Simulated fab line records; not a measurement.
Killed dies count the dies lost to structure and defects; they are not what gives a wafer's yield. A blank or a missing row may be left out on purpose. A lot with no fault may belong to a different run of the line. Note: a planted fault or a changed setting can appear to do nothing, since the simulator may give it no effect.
fab line records ; flow gf180mcu ; part 1 of 2: steps 1 to 22 of 30
record: lots: 5; wafers: 15; last_day: 33
route steps=602 shown STI@9 DNWELL@32
lots that met no fault: from a run of the same line without faults
start_h: start of the lot's first displayed wafer, in hours after the record's first day ; wait_h: time in hours since the lot's previous step ; " as in the row above ; L1.1+2: a row that stands for several wafers ; - either no value or no given start ; * or withheld: withheld ; < > ~ a bound
route shown NAME@n: names a module that has steps shown in the file, with the first one's number in the route ; usual: mean and standard deviation over wafers with no fault ; same: alike in all rows ; chamber/n: place in a boat ; sites: each site's reading ; _std_site: the standard deviation of these ; _edge_site: inner sites' mean taken away from outer sites' mean ; radius_mm: for every site, how far away it sits from the centre of the wafer ; mask NAME#n: copy n ; behind: the most recent tool/chamber to have shaped the wafer ; hold: why the lot was held/for how many hours/how that ended ; device: transistor that didn't switch, given as n, p or np ; end of line: tests of these same wafers at the route's end ; for a step that has no rows: nothing shown but its recipe ; killed: the dies lost at the first sort to structure and to defects; this is not the yield of the wafer ; map: per-die view of a wafer (x killed, . not killed, _ where there is no die)
set.NAME: the setting as run; set.NAME@STEP: as run at that earlier step ; model.NAME: the simulator's own value behind a step, which no gauge read
lots seen at some steps along the route; tables by step, rows by wafer
services: a tool's chamber out of use, with start hour (start_h, from the record's first day; less than 0 if before it), hours out, and reason
== steps ==
step: GF_STI_SOFTBAKE_08
recipe: temp_c: 130; time_s: 60; resist: KrF
usual: chill_plate_temp_C: 23.00/0.11; exhaust_pa: 45.2/0.84; resist_line_temp_C: 22.99/0.098
lot.wafer;tool;chamber;start_h;wait_h;chill_plate_temp_C;exhaust_pa;resist_line_temp_C
L080.1;litho_track-02;0;49.68;0.1;22.87;45.2;23.01
L080.5;litho_track-02;0;49.68;0.1;22.81;45.3;23.13
L080.6;litho_track-02;0;49.68;0.1;22.93;46.3;22.94
L082.1;litho_track-01;0;60.86;0.1;22.99;44.8;23.13
L082.2;litho_track-01;0;60.86;0.1;22.86;44.9;22.84
L082.6;litho_track-01;0;60.86;0.1;22.91;43.7;23.16
L086.1;litho_track-02;0;81.43;0.1;23.24;45.2;23.20
L086.2;litho_track-02;0;81.43;0.1;23.23;45.3;23.09
L086.5;litho_track-02;0;81.43;0.1;23.05;46.0;23.09
L093.1;litho_track-01;0;116.01;0.1;23.16;45.0;22.90
L093.2;litho_track-01;0;116.01;0.1;23.07;45.1;22.77
L093.6;litho_track-01;0;116.01;0.1;23.02;45.5;22.94
L094.1;litho_track-01;0;120.76;0.1;23.04;44.9;22.95
L094.5;litho_track-01;0;120.76;0.1;22.91;44.5;22.81
L094.6;litho_track-01;0;120.76;0.1;22.96;45.3;22.93
step: GF_STI_EXPOSE_09
recipe: mask_id: COMP; target_cd_nm: 220; na: 0.68; source_shape: conventional; sigma_outer: 0.6; dose_mj: 28
lot.wafer;tool;chamber;start_h;wait_h;mask
L080.1+5+6;krf_scanner-02;0;-;-;COMP#0
L082.1+2+6;krf_scanner-01;0;-;-;COMP#0
L086.1+2+5;krf_scanner-01;0;-;-;COMP#0
L093.1+2+6;krf_scanner-02;0;-;-;COMP#0
L094.1+5+6;krf_scanner-01;0;-;-;COMP#0
step: GF_STI_PEB_10
recipe: peb_temp_c: 135; peb_time_s: 90; resist: KrF
usual: chill_plate_temp_C: 22.99/0.1; exhaust_pa: 45.1/0.91; resist_line_temp_C: 23.01/0.1
lot.wafer;tool;chamber;start_h;wait_h;chill_plate_temp_C;exhaust_pa;resist_line_temp_C
L080.1;litho_track-02;0;-;-;23.04;46.8;23.16
L080.5;litho_track-02;0;-;-;23.13;47.2;22.96
L080.6;litho_track-02;0;-;-;22.97;46.3;23.20
L082.1;litho_track-03;0;-;-;22.92;45.0;23.11
L082.2;litho_track-03;0;-;-;22.94;44.7;23.05
L082.6;litho_track-03;0;-;-;22.94;44.2;23.01
L086.1;litho_track-03;0;-;-;22.93;45.4;23.07
L086.2;litho_track-03;0;-;-;22.95;44.1;23.01
L086.5;litho_track-03;0;-;-;22.88;45.0;23.00
L093.1;litho_track-01;0;-;-;22.92;45.1;22.94
L093.2;litho_track-01;0;-;-;22.98;45.6;22.86
L093.6;litho_track-01;0;-;-;23.10;44.5;22.92
L094.1;litho_track-03;0;-;-;22.95;45.5;22.83
L094.5;litho_track-03;0;-;-;23.04;46.2;22.97
L094.6;litho_track-03;0;-;-;22.93;45.7;23.02
step: GF_STI_DEVELOP_11
recipe: develop_time_s: 60; dev_temp_c: 21
usual: chill_plate_temp_C: 22.99/0.11; exhaust_pa: 45.0/0.89; resist_line_temp_C: 22.99/0.11
lot.wafer;tool;chamber;start_h;wait_h;chill_plate_temp_C;exhaust_pa;resist_line_temp_C
L080.1;litho_track-02;0;55.68;0.2;23.05;44.6;22.90
L080.5;litho_track-02;0;55.68;0.2;23.11;45.9;22.95
L080.6;litho_track-02;0;55.68;0.2;22.99;46.2;22.82
L082.1;litho_track-03;0;67.03;0.2;22.92;46.6;22.92
L082.2;litho_track-03;0;67.03;0.2;23.02;46.9;22.92
L082.6;litho_track-03;0;67.03;0.2;23.03;44.5;22.97
L086.1;litho_track-03;0;88.13;0.2;23.10;45.0;22.95
L086.2;litho_track-03;0;88.13;0.2;23.12;44.4;22.87
L086.5;litho_track-03;0;88.13;0.2;22.92;44.4;22.97
L093.1;litho_track-01;0;123.46;0.2;23.07;45.3;22.96
L093.2;litho_track-01;0;123.46;0.2;23.26;46.1;22.99
L093.6;litho_track-01;0;123.46;0.2;22.98;45.1;22.94
L094.1;litho_track-03;0;127.88;0.2;23.21;43.7;23.18
L094.5;litho_track-03;0;127.88;0.2;23.14;44.1;23.10
L094.6;litho_track-03;0;127.88;0.2;23.11;43.5;23.03
step: GF_STI_CD_MEAS_12
recipe: target_cd_nm: 220
usual: cd_nm: 219.9/1.2
lot.wafer;tool;chamber;start_h;wait_h;cd_nm
L080.1;cd_sem-01;-;55.83;0.1;220.5
L080.5;cd_sem-01;-;55.83;0.1;222.4
L080.6;cd_sem-01;-;55.83;0.1;219.7
L082.1;cd_sem-01;-;67.18;0.1;221.3
L082.2;cd_sem-01;-;67.18;0.1;220.3
L082.6;cd_sem-01;-;67.18;0.1;221.1
L086.1;cd_sem-02;-;88.28;0.1;221.4
L086.2;cd_sem-02;-;88.28;0.1;220.3
L086.5;cd_sem-02;-;88.28;0.1;221.2
L093.1;cd_sem-01;-;123.61;0.1;220.4
L093.2;cd_sem-01;-;123.61;0.1;219.6
L093.6;cd_sem-01;-;123.61;0.1;221.7
L094.1;cd_sem-02;-;128.03;0.1;220.4
L094.5;cd_sem-02;-;128.03;0.1;220.0
L094.6;cd_sem-02;-;128.03;0.1;220.9
step: GF_STI_ETCH_13
recipe: chemistry: CHF3/O2; stop_on: Si; over_etch_frac: 0.3; target_depth_a: 2823.1; source_w: 600; bias_w: 200; pressure_mtorr: 40; chf3_flow_sccm: 50; O2_flow_sccm: 5; time_s: 112.9
usual: chamber_pressure_mTorr: 40.00/0.04; drypump_motor_current_A: 5.7/0.43; oes_product_au: 0.834/0.0059; throttle_valve_pct: 8.812/0.0097
lot.wafer;tool;chamber;start_h;wait_h;chamber_pressure_mTorr;drypump_motor_current_A;oes_product_au;rf_hours_counter_h;throttle_valve_pct
L080.1;rie_diel-04;1;55.95;0.1;39.98;5.4;0.829;4;8.804
L080.5;rie_diel-04;0;55.95;0.1;39.90;5.3;0.817;-;8.812
L080.6;rie_diel-04;1;55.95;0.1;39.96;5.4;0.821;-;8.827
L082.1;rie_diel-04;2;67.30;0.1;40.00;6.6;0.830;101;8.803
L082.2;rie_diel-04;3;67.30;0.1;40.03;5.8;0.832;11;8.809
L082.6;rie_diel-04;2;67.30;0.1;39.96;6.6;0.823;-;8.811
L086.1;rie_diel-02;0;88.40;0.1;39.93;6.0;0.833;89;8.816
L086.2;rie_diel-02;3;88.40;0.1;40.02;5.7;0.837;1;8.813
L086.5;rie_diel-02;2;88.40;0.1;39.96;5.4;0.833;-;8.804
L093.1;rie_diel-04;1;123.73;0.1;40.04;5.4;0.833;6;8.819
L093.2;rie_diel-04;0;123.73;0.1;40.07;5.3;0.843;4;8.823
L093.6;rie_diel-04;0;123.73;0.1;40.00;5.3;0.833;-;8.814
L094.1;rie_diel-02;3;128.15;0.1;39.94;5.7;0.837;2;8.806
L094.5;rie_diel-02;3;128.15;0.1;39.93;5.7;0.838;-;8.811
L094.6;rie_diel-02;2;128.15;0.1;40.05;5.5;0.833;-;8.822
step: GF_STI_ETCH_14
recipe: target: Si; chemistry: HBr/Cl2/O2; target_depth_nm: 360; icp_w: 600; bias_w: 150; pressure_mtorr: 15; HBr_flow_sccm: 150; Cl2_flow_sccm: 40; O2_flow_sccm: 6; time_s: 102.9
usual: HBr_flow_sccm: 149.9/0.46; chamber_pressure_mTorr: 15.001/0.016; drypump_motor_current_A: 5.7/0.37; oes_product_au: 1.000/0.0074; throttle_valve_pct: 25.657/0.011
lot.wafer;tool;chamber;start_h;wait_h;HBr_flow_sccm;chamber_pressure_mTorr;drypump_motor_current_A;oes_product_au;rf_hours_counter_h;throttle_valve_pct
L080.1;rie_si-01;1;56.03;0.0;149.9;14.988;5.1;0.988;72;25.654
L080.5;rie_si-01;2;56.03;0.0;149.4;15.012;6.1;1.001;-;25.669
L080.6;rie_si-01;1;56.03;0.0;149.5;14.988;5.1;0.995;-;25.651
L082.1;rie_si-02;0;67.38;0.0;150.4;15.006;5.5;0.998;154;25.666
L082.2;rie_si-02;2;67.38;0.0;149.5;14.972;6.1;1.008;3;25.668
L082.6;rie_si-02;0;67.38;0.0;150.1;15.003;5.5;1.012;-;25.648
L086.1;rie_si-01;1;88.48;0.0;150.0;14.975;5.2;1.006;72;25.655
L086.2;rie_si-01;3;88.48;0.0;150.0;15.001;5.9;0.995;70;25.654
L086.5;rie_si-01;2;88.48;0.0;150.0;15.008;6.1;1.001;-;25.650
L093.1;rie_si-01;2;123.81;0.0;150.2;14.998;6.1;1.005;3;25.661
L093.2;rie_si-01;1;123.81;0.0;149.6;14.985;5.1;1.006;73;25.669
L093.6;rie_si-01;1;123.81;0.0;150.5;15.001;5.2;0.998;-;25.648
L094.1;rie_si-01;0;128.23;0.0;149.8;14.979;5.6;1.003;19;25.653
L094.5;rie_si-01;0;128.23;0.0;150.5;14.992;5.6;1.000;-;25.656
L094.6;rie_si-01;1;128.23;0.0;150.2;15.044;5.1;1.003;-;25.645
step: GF_STI_STRIP_15
recipe: chemistry: O2/N2; power_w: 1400; pressure_mtorr: 1500; platen_temp_c: 250; o2_flow_sccm: 3000; n2_flow_sccm: 300; overash_fraction: 0.5
usual: chamber_pressure_mTorr: 1500.1/1.3; drypump_motor_current_A: 5.53/0.29; heater_power_w: 325/23; o2_flow_sccm: 2999/9; oes_product_au: 0.386/0.005; strip_time_to_endpoint_s: 3.76/0.033
lot.wafer;tool;chamber;start_h;wait_h;chamber_pressure_mTorr;drypump_motor_current_A;heater_power_w;o2_flow_sccm;oes_product_au;rf_hours_counter_h;strip_time_to_endpoint_s
L080.1;plasma_asher-01;0;56.10;0.0;1498.9;6.00;318;3010;0.385;39;3.79
L080.5;plasma_asher-01;0;56.10;0.0;1502.5;6.02;318;3008;0.390;-;3.80
L080.6;plasma_asher-01;1;56.10;0.0;1501.1;5.61;289;2997;0.398;-;3.80
L082.1;plasma_asher-04;1;67.45;0.0;1501.8;5.23;308;2991;0.383;27;3.74
L082.2;plasma_asher-04;0;67.45;0.0;1499.8;5.30;316;2991;0.388;27;3.78
L082.6;plasma_asher-04;0;67.45;0.0;1497.9;5.34;315;3005;0.390;-;3.77
L086.1;plasma_asher-04;0;88.55;0.0;1499.6;5.34;312;2996;0.386;29;3.75
L086.2;plasma_asher-04;1;88.55;0.0;1501.1;5.23;321;2996;0.377;29;3.80
L086.5;plasma_asher-04;1;88.55;0.0;1500.4;5.23;325;3013;0.392;-;3.71
L093.1;plasma_asher-01;1;123.89;0.0;1498.9;5.58;309;2986;0.393;44;3.77
L093.2;plasma_asher-01;0;123.89;0.0;1501.8;6.03;320;2985;0.393;44;3.73
L093.6;plasma_asher-01;1;123.89;0.0;1503.1;5.57;294;2996;0.394;-;3.77
L094.1;plasma_asher-04;0;128.30;0.0;1497.8;5.32;303;2997;0.385;35;3.78
L094.5;plasma_asher-04;1;128.30;0.0;1498.8;5.25;324;2999;0.387;-;3.79
L094.6;plasma_asher-04;0;128.30;0.0;1498.6;5.27;313;2998;0.389;-;3.76
step: GF_STI_CLEAN_16
recipe: chemistry: dHF; time_s: 25; dilution: 100:1
lot.wafer;tool;chamber;start_h;wait_h
L080.1+5+6;wet_bench-04;0;56.20;0.1
L082.1+2+6;wet_bench-02;2;67.55;0.1
L086.1+2+5;wet_bench-02;2;88.65;0.1
L093.1+2+6;wet_bench-04;1;123.99;0.1
L094.1+5+6;wet_bench-03;0;128.40;0.1
step: GF_STI_WET_ETCH_17
recipe: chemistry: H3PO4; target_depth_nm: 45; temp_c: 160; target: Si3N4; time_s: 514
usual: temp_c: 160.00/0.14
lot.wafer;tool;chamber;start_h;wait_h;temp_c
L080.1;wet_bench-02;0;56.21;0.0;160.13
L080.5;wet_bench-02;0;56.21;0.0;160.02
L080.6;wet_bench-02;0;56.21;0.0;159.92
L082.1;wet_bench-04;2;67.57;0.0;160.01
L082.2;wet_bench-04;2;67.57;0.0;159.90
L082.6;wet_bench-04;2;67.57;0.0;159.83
L086.1;wet_bench-03;2;88.67;0.0;159.85
L086.2;wet_bench-03;2;88.67;0.0;159.86
L086.5;wet_bench-03;2;88.67;0.0;160.04
L093.1;wet_bench-03;2;124.00;0.0;160.00
L093.2;wet_bench-03;2;124.00;0.0;159.91
L093.6;wet_bench-03;2;124.00;0.0;160.01
L094.1;wet_bench-04;2;128.42;0.0;160.07
L094.5;wet_bench-04;2;128.42;0.0;159.89
L094.6;wet_bench-04;2;128.42;0.0;160.02
step: GF_STI_CLEAN_18
recipe: chemistry: SC1/SC2; mix: 1:4:20; temp_c: 70; time_s: 150
usual: temp_c: 69.99/0.12
lot.wafer;tool;chamber;start_h;wait_h;temp_c
L080.1;wet_bench-03;2;56.37;0.0;69.92
L080.5;wet_bench-03;2;56.37;0.0;69.89
L080.6;wet_bench-03;2;56.37;0.0;69.92
L082.1;wet_bench-02;3;67.87;0.0;69.89
L082.2;wet_bench-02;3;67.87;0.0;70.11
L082.6;wet_bench-02;3;67.87;0.0;69.72
L086.1;wet_bench-02;2;88.82;0.0;70.09
L086.2;wet_bench-02;2;88.82;0.0;69.80
L086.5;wet_bench-02;2;88.82;0.0;70.04
L093.1;wet_bench-04;3;124.17;0.0;69.78
L093.2;wet_bench-04;3;124.17;0.0;70.07
L093.6;wet_bench-04;3;124.17;0.0;70.19
L094.1;wet_bench-02;0;128.58;0.0;70.00
L094.5;wet_bench-02;0;128.58;0.0;70.08
L094.6;wet_bench-02;0;128.58;0.0;70.00
step: GF_STI_CLEAN_19
recipe: chemistry: dHF; time_s: 20; dilution: 100:1
lot.wafer;tool;chamber;start_h;wait_h
L080.1+5+6;wet_bench-04;1;56.42;0.0
L082.1+2+6;wet_bench-03;2;67.92;0.0
L086.1+2+5;wet_bench-03;1;88.87;0.0
L093.1+2+6;wet_bench-02;1;124.22;0.0
L094.1+5+6;wet_bench-03;3;128.63;0.0
step: GF_STI_WET_ETCH_20
recipe: chemistry: dHF; dilution: 100:1; target_depth_nm: 20; temp_c: 25; dry: ipa_marangoni; target: SiO2; time_s: 400
usual: temp_c: 25.02/0.12
lot.wafer;tool;chamber;start_h;wait_h;temp_c
L080.1;wet_bench-02;3;56.43;0.0;25.22
L080.5;wet_bench-02;3;56.43;0.0;24.97
L080.6;wet_bench-02;3;56.43;0.0;24.92
L082.1;wet_bench-04;2;67.93;0.0;25.03
L082.2;wet_bench-04;2;67.93;0.0;24.92
L082.6;wet_bench-04;2;67.93;0.0;24.79
L086.1;wet_bench-02;1;88.89;0.0;25.08
L086.2;wet_bench-02;1;88.89;0.0;25.08
L086.5;wet_bench-02;1;88.89;0.0;24.93
L093.1;wet_bench-03;3;124.24;0.0;25.06
L093.2;wet_bench-03;3;124.24;0.0;25.10
L093.6;wet_bench-03;3;124.24;0.0;24.97
L094.1;wet_bench-04;0;128.65;0.0;25.03
L094.5;wet_bench-04;0;128.65;0.0;25.06
L094.6;wet_bench-04;0;128.65;0.0;24.91
step: GF_STI_OXIDATION_21
recipe: temp_c: 1000; ambient: O2; stabilise_s: 600; purge_s: 300; target_thk_a: 150; ox_time_s: 458
usual: ox_temp_c_max: 1003.7/1.1; spike_tc_upper_C: 1000.8/1.1
lot.wafer;tool;chamber;start_h;wait_h;ox_temp_c_max;spike_tc_upper_C
L080.1;furnace-02;0;56.83;0.3;1004.1;999.7
L080.5;furnace-02;0;56.83;0.3;1004.4;1001.4
L080.6;furnace-02;0;56.83;0.3;1004.8;1002.4
L082.1;furnace-02;0;68.17;0.0;1004.6;1001.5
L082.2;furnace-02;0;68.17;0.0;1003.6;1003.8
L082.6;furnace-02;0;68.17;0.0;1004.1;1001.0
L086.1;furnace-02;0;89.02;0.0;1005.1;999.9
L086.2;furnace-02;0;89.02;0.0;1004.1;1001.7
L086.5;furnace-02;0;89.02;0.0;1003.9;1000.8
L093.1;furnace-02;0;124.37;0.0;1004.9;1001.1
L093.2;furnace-02;0;124.37;0.0;1003.5;1001.4
L093.6;furnace-02;0;124.37;0.0;1003.4;1000.1
L094.1;furnace-01;0;128.78;0.0;1003.1;1002.3
L094.5;furnace-01;0;128.78;0.0;1003.0;999.4
L094.6;furnace-01;0;128.78;0.0;1002.6;999.5
step: GF_STI_THK_MEAS_22
recipe: reads: SiO2_of_STI_OXIDATION_21
usual: STI_OXIDATION_01_THK: 14.92/0.26
lot.wafer;tool;chamber;start_h;wait_h;STI_OXIDATION_01_THK[nm]
L080.1;film_metro-02;-;57.96;0.0;15.10
L080.5;film_metro-02;-;57.96;0.0;14.94
L080.6;film_metro-02;-;57.96;0.0;15.07
L082.1;film_metro-01;-;69.30;0.0;15.17
L082.2;film_metro-01;-;69.30;0.0;15.10
L082.6;film_metro-01;-;69.30;0.0;15.24
L086.1;film_metro-01;-;90.14;0.0;14.82
L086.2;film_metro-01;-;90.14;0.0;14.93
L086.5;film_metro-01;-;90.14;0.0;14.77
L093.1;film_metro-01;-;125.49;0.0;14.60
L093.2;film_metro-01;-;125.49;0.0;14.72
L093.6;film_metro-01;-;125.49;0.0;14.55
L094.1;film_metro-04;-;129.90;0.0;14.85
L094.5;film_metro-04;-;129.90;0.0;14.73
L094.6;film_metro-04;-;129.90;0.0;14.88
step: GF_STI_CVD_23
recipe: material: SiO2; target_thk_nm: 650; sigma_open_frac: 0.3; time_s: 108.3; temp_c: 600; sih4_flow_sccm: 60; pressure_mtorr: 6
usual: sih4_flow_sccm: 60.00/0.21
lot.wafer;tool;chamber;start_h;wait_h;sih4_flow_sccm
L080.1;hdpcvd-01;0;58.02;0.1;59.79
L080.5;hdpcvd-01;2;58.02;0.1;60.15
L080.6;hdpcvd-01;1;58.02;0.1;60.10
L082.1;hdpcvd-02;0;69.36;0.1;60.15
L082.2;hdpcvd-02;1;69.36;0.1;60.00
L082.6;hdpcvd-02;1;69.36;0.1;59.89
L086.1;hdpcvd-01;2;90.20;0.1;59.98
L086.2;hdpcvd-01;1;90.20;0.1;60.18
L086.5;hdpcvd-01;1;90.20;0.1;59.90
L093.1;hdpcvd-01;1;125.55;0.1;59.74
L093.2;hdpcvd-01;0;125.55;0.1;60.05
L093.6;hdpcvd-01;2;125.55;0.1;59.58
L094.1;hdpcvd-01;0;129.96;0.1;60.20
L094.5;hdpcvd-01;1;129.96;0.1;60.08
L094.6;hdpcvd-01;0;129.96;0.1;60.28
step: GF_STI_THK_MEAS_24
recipe: reads: SiO2_of_STI_CVD_23
usual: STI_CVD_23_THK: 649/5.9
lot.wafer;tool;chamber;start_h;wait_h;STI_CVD_23_THK[nm]
L080.1;film_metro-04;-;58.10;0.0;660
L080.5;film_metro-04;-;58.10;0.0;655
L080.6;film_metro-04;-;58.10;0.0;658
L082.1;film_metro-02;-;69.43;0.0;644
L082.2;film_metro-02;-;69.43;0.0;651
L082.6;film_metro-02;-;69.43;0.0;642
L086.1;film_metro-04;-;90.28;0.0;657
L086.2;film_metro-04;-;90.28;0.0;655
L086.5;film_metro-04;-;90.28;0.0;653
L093.1;film_metro-02;-;125.63;0.0;657
L093.2;film_metro-02;-;125.63;0.0;653
L093.6;film_metro-02;-;125.63;0.0;653
L094.1;film_metro-04;-;130.04;0.0;650
L094.5;film_metro-04;-;130.04;0.0;660
L094.6;film_metro-04;-;130.04;0.0;654
step: GF_STI_CMP_25
recipe: stop_on: Si3N4; t_overpolish_s: 33; down_force_psi: 4; platen_rpm: 60; target_thk_nm: 524.6; pad_velocity_m_s: 0.94248
usual: motor_current_A: 12.1/0.71; overpolish_run_s: 32.999/0.0088; platen_rpm: 60.00/0.043; time_to_endpoint_s: 122/6.1
lot.wafer;tool;chamber;start_h;wait_h;motor_current_A;overpolish_run_s;platen_rpm;time_to_endpoint_s
L080.1;cmp-01;3;58.26;0.1;12.4;32.981;59.97;130
L080.5;cmp-01;1;58.26;0.1;11.9;33.002;60.05;133
L080.6;cmp-01;2;58.26;0.1;12.5;32.997;59.99;130
L082.2;cmp-01;1;69.49;0.0;11.0;33.002;59.92;119
L082.1;cmp-01;3;69.49;0.0;12.2;32.997;60.04;120
L082.6;cmp-01;2;69.49;0.0;12.1;32.993;59.97;119
L086.1;cmp-01;3;90.39;0.1;12.7;32.999;59.95;115
L086.2;cmp-01;1;90.39;0.1;12.3;33.005;59.98;118
L086.5;cmp-01;3;90.39;0.1;12.3;33.004;60.07;111
L093.2;cmp-01;2;125.74;0.1;12.0;32.998;59.98;115
L093.1;cmp-01;3;125.74;0.1;12.1;33.004;60.01;114
L093.6;cmp-01;2;125.74;0.1;12.1;32.999;60.06;114
L094.1;cmp-01;0;130.25;0.2;12.5;32.994;59.98;121
L094.5;cmp-01;1;130.25;0.2;11.6;33.003;59.93;125
L094.6;cmp-01;2;130.25;0.2;12.0;32.996;60.01;118
step: GF_STI_WET_ETCH_26
recipe: chemistry: dHF; target_depth_nm: 94; target: SiO2; temp_c: 25; dilution: 10:1; time_s: 188
usual: temp_c: 25.00/0.1
lot.wafer;tool;chamber;start_h;wait_h;temp_c
L080.1;wet_bench-02;2;58.46;0.1;25.04
L080.5;wet_bench-02;2;58.46;0.1;25.04
L080.6;wet_bench-02;2;58.46;0.1;24.99
L082.1;wet_bench-02;0;69.79;0.1;25.03
L082.2;wet_bench-02;0;69.79;0.1;25.09
L082.6;wet_bench-02;0;69.79;0.1;25.05
L086.1;wet_bench-04;2;90.64;0.2;24.99
L086.2;wet_bench-04;2;90.64;0.2;24.84
L086.5;wet_bench-04;2;90.64;0.2;25.10
L093.1;wet_bench-02;3;125.99;0.1;25.04
L093.2;wet_bench-02;3;125.99;0.1;25.10
L093.6;wet_bench-02;3;125.99;0.1;25.16
L094.1;wet_bench-02;1;130.40;0.1;25.10
L094.5;wet_bench-02;1;130.40;0.1;25.08
L094.6;wet_bench-02;1;130.40;0.1;25.05
step: GF_STI_WET_ETCH_27
recipe: chemistry: H3PO4; target_depth_nm: 160; target: Si3N4; temp_c: 160; time_s: 1825
usual: temp_c: 159.99/0.14
lot.wafer;tool;chamber;start_h;wait_h;temp_c
L080.1;wet_bench-03;0;58.52;0.0;160.11
L080.5;wet_bench-03;0;58.52;0.0;159.87
L080.6;wet_bench-03;0;58.52;0.0;159.98
L082.1;wet_bench-04;1;69.85;0.0;159.87
L082.2;wet_bench-04;1;69.85;0.0;159.88
L082.6;wet_bench-04;1;69.85;0.0;160.13
L086.1;wet_bench-02;0;90.70;0.0;159.68
L086.2;wet_bench-02;0;90.70;0.0;159.91
L086.5;wet_bench-02;0;90.70;0.0;159.82
L093.1;wet_bench-03;2;126.05;0.0;160.09
L093.2;wet_bench-03;2;126.05;0.0;160.06
L093.6;wet_bench-03;2;126.05;0.0;160.09
L094.1;wet_bench-03;0;130.46;0.0;159.96
L094.5;wet_bench-03;0;130.46;0.0;160.09
L094.6;wet_bench-03;0;130.46;0.0;159.85
step: GF_STI_WET_ETCH_28
recipe: chemistry: dHF; target_depth_nm: 20; dry: ipa_marangoni; target: SiO2; temp_c: 25; dilution: 10:1; time_s: 40
usual: temp_c: 24.98/0.083
lot.wafer;tool;chamber;start_h;wait_h;temp_c
L080.1;wet_bench-02;2;59.03;0.0;24.84
L080.5;wet_bench-02;2;59.03;0.0;25.07
L080.6;wet_bench-02;2;59.03;0.0;24.87
L082.1;wet_bench-02;0;70.89;0.0;24.99
L082.2;wet_bench-02;0;70.89;0.0;24.88
L082.6;wet_bench-02;0;70.89;0.0;25.08
L086.1;wet_bench-03;0;91.26;0.0;25.07
L086.2;wet_bench-03;0;91.26;0.0;25.02
L086.5;wet_bench-03;0;91.26;0.0;25.04
L093.1;wet_bench-04;3;126.61;0.0;24.82
L093.2;wet_bench-04;3;126.61;0.0;24.94
L093.6;wet_bench-04;3;126.61;0.0;24.92
L094.1;wet_bench-02;0;131.02;0.0;25.05
L094.5;wet_bench-02;0;131.02;0.0;25.15
L094.6;wet_bench-02;0;131.02;0.0;25.07
step: GF_STI_OXIDATION_29
recipe: temp_c: 900; ambient: O2; stabilise_s: 600; purge_s: 300; target_thk_a: 100; ox_time_s: 1418
usual: ox_temp_c_max: 903.4/0.89; spike_tc_upper_C: 900.6/0.92
lot.wafer;tool;chamber;start_h;wait_h;ox_temp_c_max;spike_tc_upper_C
L080.1;furnace-02;0;59.05;0.0;904.7;900.6
L080.5;furnace-02;0;59.05;0.0;904.0;901.1
L080.6;furnace-02;0;59.05;0.0;903.3;902.0
L082.1;furnace-02;0;71.23;0.3;903.2;903.1
L082.2;furnace-02;0;71.23;0.3;904.6;901.8
L082.6;furnace-02;0;71.23;0.3;902.9;898.8
L086.1;furnace-02;0;91.54;0.3;903.5;902.0
L086.2;furnace-02;0;91.54;0.3;903.6;899.3
L086.5;furnace-02;0;91.54;0.3;904.0;901.0
L093.1;furnace-02;0;126.89;0.3;903.5;901.2
L093.2;furnace-02;0;126.89;0.3;904.6;901.2
L093.6;furnace-02;0;126.89;0.3;903.3;899.8
L094.1;furnace-01;0;131.29;0.2;902.5;900.7
L094.5;furnace-01;0;131.29;0.2;902.2;899.9
L094.6;furnace-01;0;131.29;0.2;901.5;899.9
